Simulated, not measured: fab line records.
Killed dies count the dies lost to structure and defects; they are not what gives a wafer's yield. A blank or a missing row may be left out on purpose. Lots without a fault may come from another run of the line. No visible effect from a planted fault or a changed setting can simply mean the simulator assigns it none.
What tool caused it? :: flow gf180mcu :: 18 wafers from 6 lots sampled at 2 of the route's 602 steps

## WHAT THE GAUGES READ, wafer by wafer
GF_CONTACT_CD_MEAS_14: target cd 220 nm.
lot: L827
measured: day 16 13:29
on: cd sem-01
cd nm (nm): 220.1 218.8 220.1

lot: L829
measured: day 17 19:36
on: cd sem-02
cd nm (nm): 219.7 219.5 219.2

lot: L836
measured: day 20 01:37
on: cd sem-01
cd nm (nm): 219.5 218.4 219.5

lot: L839
measured: day 20 23:39
on: cd sem-01
cd nm (nm): 191.4 192.0 190.5

lot: L844
measured: day 22 14:43
on: cd sem-01
cd nm (nm): 222.9 223.9 222.0

lot: L848
measured: day 23 23:23
on: cd sem-01
cd nm (nm): 220.5 221.8 222.9

## TOOL THAT RAN EACH LOT (tool first, then ch and the chambers of the sampled wafers, then the start)
lot: L827
GF_CONTACT_EXPOSE_11: krf scanner-02 ch 0, day 16 01:58

lot: L829
GF_CONTACT_EXPOSE_11: krf scanner-01 ch 0, day 17 08:43

lot: L836
GF_CONTACT_EXPOSE_11: krf scanner-01 ch 0, day 19 14:22

lot: L839
GF_CONTACT_EXPOSE_11: krf scanner-01 ch 0, day 20 11:15

lot: L844
GF_CONTACT_EXPOSE_11: krf scanner-01 ch 0, day 22 03:24

lot: L848
GF_CONTACT_EXPOSE_11: krf scanner-01 ch 0, day 23 12:35
- GF_CONTACT_EXPOSE_11: exposes mask Contact, target cd 220 nm.

## THE ANSWER, worked out from the rows above alone
Rule: the usual values come from the lots themselves. Put in order of their means at a reading, lots are off if they are a third of the lots or fewer, leave a main group of 4 or more, and stand apart from it by a gap of 3 or more times the standard deviation of the main group's means; of several such gaps the widest counts. A main group is skipped when, at the precision printed for the reading in the tables above, its means are all equal. Also off: a lot with no number at a reading for which 4 or more lots have one. All remaining lots with rows at the step are treated as sound.
Off at GF_CONTACT_CD_MEAS_14 (cd nm): L839. Mean 220.6 nm and standard deviation 1.5 in the main group.
If a tool, at a process step before that reading, ran all the lots that are off and no sound lot after the first of them, it fits. Gauges at GF_CONTACT_CD_MEAS_14: tried the same way as those tools. Not one of the candidates tried fits.

## WHAT THE SIMULATOR HAD INSERTED
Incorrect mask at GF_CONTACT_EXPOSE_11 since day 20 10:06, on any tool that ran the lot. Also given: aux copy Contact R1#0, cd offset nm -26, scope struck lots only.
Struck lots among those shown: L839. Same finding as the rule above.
